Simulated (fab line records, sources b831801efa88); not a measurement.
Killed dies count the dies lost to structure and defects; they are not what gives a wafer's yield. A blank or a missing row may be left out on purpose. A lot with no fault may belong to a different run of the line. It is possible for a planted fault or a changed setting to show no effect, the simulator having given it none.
Code-filled problem report in 8D (eight disciplines) form / flow sky130 / the parts of the form that need people (team, actions taken, sign-off) are left out

## 1. WHAT WENT WRONG
Mean METAL2_ALCU_RS at SKY_METAL2_RS_MEAS_05: 0.1396 ohm/sq over 6 wafers in 2 lots; fault-free wafers: 0.1273 ohm/sq, standard deviation 0.0015. That is +8.2 standard deviations from the usual mean.
The step: measures by four-point-probe.
The first sign was on wafer L793.1 at day 38 16:40, on film metro-01. The record holds 30 wafers of 10 lots with a number at this step. By rule, "out" or "out of limits" means more than 4 standard deviations away from the usual mean. The other wafers with a number count as sound.

## 2. WHAT IT IS AND WHAT IT IS NOT
question=which readings at this step | is=METAL2_ALCU_RS | is not=-
question=which lots | is=L793, L797 | is not=L779, L780, L785, L786, L787, L798, L799, L800
question=which wafers of those lots | is=all that have a number | is not=-
question=read on which gauges | is=film metro-01 | is not=film metro-02, film metro-03
question=when | is=from day 38 16:40 | is not=up to then (15 sound wafers); but 9 sound wafers of L798, L799, L800 came after

## 3. THE SUSPECTS, EACH WITH WHAT RULES IT OUT
Counting: a tool stays on the suspect list if, at a process step up to the reading, it processed all lots that are out and no sound lot following the first of them.
- the gauge at SKY_METAL2_RS_MEAS_05: kept. All the wafers that are out were read on film metro-01, and no step on other tools shows them out.
- pvd sputter-02 at SKY_METAL2_SPUTTER_02 (material AlCu, target thk 250 nm, time 13.3 s): kept. It processed each lot that is out, first L793 at day 38 16:35, and no sound lot thereafter; up to then, the last sound lot it processed was L787 at day 37 03:35.
Left after counting: pvd sputter-02 at SKY_METAL2_SPUTTER_02, film metro-01 at SKY_METAL2_RS_MEAS_05.

## 4. THE CAUSE (what the simulator had put in)
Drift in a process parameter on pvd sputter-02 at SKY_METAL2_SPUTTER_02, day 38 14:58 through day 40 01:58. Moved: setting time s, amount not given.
This tool is one of the 2 suspects left after counting.

## 5. SEQUENCE OF EFFECTS, ordered by route
Each row: a reading where the mean over the struck wafers with a number is more than 3 standard deviations away from the usual. Only readings whose record carries a usual standard deviation are examined. hours: median over the lots of the time between each lot's start at the first step of this table that gives one and its start at this step. sigmas: the change, counted in usual standard deviations.
hours=0; step=SKY_METAL2_RS_MEAS_05; reading=METAL2_ALCU_RS; usual=0.1273 ohm/sq; on struck wafers=0.1396; change=+0.0123; sigmas=+8.2
hours=0; step=SKY_METAL2_THK_MEAS_06; reading=METAL2_ALCU_THK; usual=250 nm; on struck wafers=229; change=-21; sigmas=-7.0
Later measuring or inspecting steps at which every struck wafer that the step has a row for has a number for every such reading, and none has moved that far: SKY_CAP2M_OVL_MEAS_12.

## 6. HOW IT WOULD HAVE BEEN CAUGHT EARLIER
The first out-of-limits reading at a measuring or inspecting step in this record came at day 38 16:40, 2 hours after the fault's start at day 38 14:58.
An alarm limit of 4 standard deviations would not have fired on the tool readings at SKY_METAL2_SPUTTER_02 for which the record gives a usual standard deviation, since none of them was out on any struck wafer.
Of the lots that are out (2), L797 began SKY_METAL2_SPUTTER_02 on pvd sputter-02 after day 38 16:40. Had the tool been put on hold then, it would have been spared.
